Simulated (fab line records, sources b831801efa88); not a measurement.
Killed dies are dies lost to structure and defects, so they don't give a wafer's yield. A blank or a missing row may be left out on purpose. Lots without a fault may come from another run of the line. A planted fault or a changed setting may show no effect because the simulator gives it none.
Which tool did it? | flow gf180mcu | 13 lots, 39 wafers sampled, at 4 steps of a route of 602

WHAT THE GAUGES READ, wafer by wafer
The record holds no reading of a measuring or inspecting step that can be judged against a usual standard deviation.

WHICH TOOL RAN EACH LOT (tool, then ch and the chambers of the sampled wafers, then the start)
lot  | GF_VT_IMPLANT_SOFTBAKE_03         | GF_V1_SPUTTER_22             | GF_V4_CMP_04                  | GF_MIM_SPUTTER_01
L521 | litho_track-03 ch 0, day 5 12:51  | pvd_sputter-01, day 18 12:46 | cmp-02 ch 1,2, day 23 19:47   | pvd_sputter-02, day 24 19:12
L522 | litho_track-04 ch 0, day 5 15:13  | pvd_sputter-03, day 18 13:37 | cmp-01 ch 0,3, day 23 20:31   | pvd_sputter-03, day 24 20:37
L523 | litho_track-02 ch 0, day 6 01:55  | pvd_sputter-01, day 19 05:18 | cmp-02 ch 0,1,2, day 24 09:31 | pvd_sputter-02, day 25 08:11
L524 | litho_track-04 ch 0, day 6 08:02  | pvd_sputter-04, day 19 16:28 | cmp-02 ch 0,2, day 24 20:11   | pvd_sputter-02, day 25 19:13
L525 | litho_track-02 ch 0, day 6 10:59  | pvd_sputter-03, day 19 22:49 | cmp-01 ch 1,2, day 25 00:29   | pvd_sputter-03, day 26 00:04
L527 | litho_track-02 ch 0, day 6 19:53  | pvd_sputter-04, day 20 10:05 | cmp-01 ch 0,2,3, day 25 15:58 | pvd_sputter-03, day 26 15:05
L528 | litho_track-02 ch 0, day 7 02:02  | pvd_sputter-03, day 20 22:20 | cmp-02 ch 1,2,3, day 25 21:55 | pvd_sputter-03, day 26 20:29
L529 | litho_track-03 ch 0, day 7 09:28  | pvd_sputter-04, day 21 07:15 | cmp-01 ch 1,2, day 26 04:56   | pvd_sputter-04, day 27 03:23
L530 | litho_track-02 ch 0, day 7 16:04  | pvd_sputter-03, day 21 13:07 | cmp-02 ch 0,1,2, day 26 11:35 | pvd_sputter-02, day 27 10:04
L538 | litho_track-02 ch 0, day 9 14:59  | pvd_sputter-03, day 24 09:33 | cmp-02 ch 0,1,3, day 29 00:05 | pvd_sputter-04, day 29 20:34
L541 | litho_track-03 ch 0, day 10 09:00 | pvd_sputter-03, day 25 05:54 | cmp-02 ch 0,1,3, day 29 19:20 | pvd_sputter-04, day 30 15:16
L542 | litho_track-03 ch 0, day 10 15:12 | pvd_sputter-01, day 25 16:45 | cmp-02 ch 0,3, day 30 05:13   | pvd_sputter-03, day 31 00:35
L543 | litho_track-03 ch 0, day 10 20:24 | pvd_sputter-01, day 25 18:49 | cmp-01 ch 1,2,3, day 30 07:16 | pvd_sputter-04, day 31 03:23
- GF_VT_IMPLANT_SOFTBAKE_03: time 60 s.
- GF_V1_SPUTTER_22: material TiN, target thk 10 nm, time 40 s.
- GF_V4_CMP_04: polishes SiO2.
- GF_MIM_SPUTTER_01: material TiN, target thk 30 nm, time 25 s.

WHAT THE TOOLS THEMSELVES READ (means of the sampled wafers that have a number; where no wafer has one, the mark that the record gives instead)
GF_VT_IMPLANT_SOFTBAKE_03. Usual: heater_power_total_W 56.59 W, standard deviation 0.041; run_length_s 89.32 s, standard deviation 0.13.
lot  | tool           | heater_power_total_W (W) | run_length_s (s) | flag
L521 | litho_track-03 | 56.59                    | 89.23            |
L522 | litho_track-04 | 56.61                    | 89.39            |
L523 | litho_track-02 | 56.56                    | 89.39            |
L524 | litho_track-04 | 56.56                    | 89.39            |
L525 | litho_track-02 | 56.58                    | 89.33            |
L527 | litho_track-02 | 56.64                    | 89.26            |
L528 | litho_track-02 | 56.60                    | 89.52            |
L529 | litho_track-03 | 56.61                    | 89.27            |
L530 | litho_track-02 | 56.62                    | 89.30            |
L538 | litho_track-02 | 57.36                    | 87.12            | OFF
L541 | litho_track-03 | 56.61                    | 89.27            |
L542 | litho_track-03 | 56.60                    | 89.21            |
L543 | litho_track-03 | 56.62                    | 89.22            |

GF_V1_SPUTTER_22. Usual: throttle_valve_pct 30.0 %, standard deviation 0.7.
lot  | tool           | throttle_valve_pct (%) | flag
L521 | pvd_sputter-01 | 30.0                   |
L522 | pvd_sputter-03 | 30.2                   |
L523 | pvd_sputter-01 | 30.1                   |
L524 | pvd_sputter-04 | 30.2                   |
L525 | pvd_sputter-03 | 29.6                   |
L527 | pvd_sputter-04 | 29.8                   |
L528 | pvd_sputter-03 | 30.0                   |
L529 | pvd_sputter-04 | 30.0                   |
L530 | pvd_sputter-03 | 29.6                   |
L538 | pvd_sputter-03 | 29.8                   |
L541 | pvd_sputter-03 | 29.7                   |
L542 | pvd_sputter-01 | 31.0                   |
L543 | pvd_sputter-01 | 30.1                   |

GF_V4_CMP_04. Usual: motor_current_A 12.4 A, standard deviation 1.3; time_to_endpoint_s 83 s, standard deviation 6.9.
lot  | tool   | motor_current_A (A) | time_to_endpoint_s (s) | flag
L521 | cmp-02 | 12.3                | 81                     |
L522 | cmp-01 | 11.2                | 77                     |
L523 | cmp-02 | 13.0                | 83                     |
L524 | cmp-02 | 11.9                | 82                     |
L525 | cmp-01 | 12.7                | 79                     |
L527 | cmp-01 | 12.0                | 84                     |
L528 | cmp-02 | 13.1                | 87                     |
L529 | cmp-01 | 12.5                | 84                     |
L530 | cmp-02 | 13.2                | 84                     |
L538 | cmp-02 | 13.1                | 87                     |
L541 | cmp-02 | 13.1                | 83                     |
L542 | cmp-02 | 13.6                | 87                     |
L543 | cmp-01 | 11.6                | 82                     |

GF_MIM_SPUTTER_01. Usual: throttle_valve_pct 30.2 %, standard deviation 0.66.
lot  | tool           | throttle_valve_pct (%) | flag
L521 | pvd_sputter-02 | 31.0                   |
L522 | pvd_sputter-03 | 29.6                   |
L523 | pvd_sputter-02 | 30.8                   |
L524 | pvd_sputter-02 | 30.7                   |
L525 | pvd_sputter-03 | 29.6                   |
L527 | pvd_sputter-03 | 30.1                   |
L528 | pvd_sputter-03 | 29.8                   |
L529 | pvd_sputter-04 | 30.1                   |
L530 | pvd_sputter-02 | 30.9                   |
L538 | pvd_sputter-04 | 29.9                   |
L541 | pvd_sputter-04 | 30.1                   |
L542 | pvd_sputter-03 | 29.6                   |
L543 | pvd_sputter-04 | 29.8                   |

THE ANSWER, worked out from the rows above alone
Rule: a lot is off if the mean of its wafers that have a number lies more than 3 standard deviations from the usual mean. A lot without any number at a reading at which 4 lots or more have one is off too. The other lots that the step has rows for count as sound. The gauges are gone through in route order, then the tools' own readings, and for those a lot's mean is taken as printed above. The first step at which some lot is off is used, and at that step the reading that is off furthest; a lot without a number counts as furthest.
Off: L538, at GF_VT_IMPLANT_SOFTBAKE_03 (heater_power_total_W).
A tool fits if, at that step or a process step before it, it ran every lot that is off, and no sound lot after the first of them. One fits: litho_track-02 at GF_VT_IMPLANT_SOFTBAKE_03. Its last sound lot is L530 (day 7 16:04), its first lot that is off L538 (day 9 14:59): a fault that began between those two fits.
The tool's own readings at GF_VT_IMPLANT_SOFTBAKE_03 bear it out: on the lots that are off they differ by more than 5 times the standard deviation of the sound lots' means. heater_power_total_W reads 57.36 W there against 56.60 W on the sound lots; run_length_s reads 87.12 s there against 89.31 s on the sound lots.

WHAT THE SIMULATOR HAD PUT IN
Process parameter drift: litho_track-02, from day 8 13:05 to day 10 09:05, at GF_VT_IMPLANT_SOFTBAKE_03. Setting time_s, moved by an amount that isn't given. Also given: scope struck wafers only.
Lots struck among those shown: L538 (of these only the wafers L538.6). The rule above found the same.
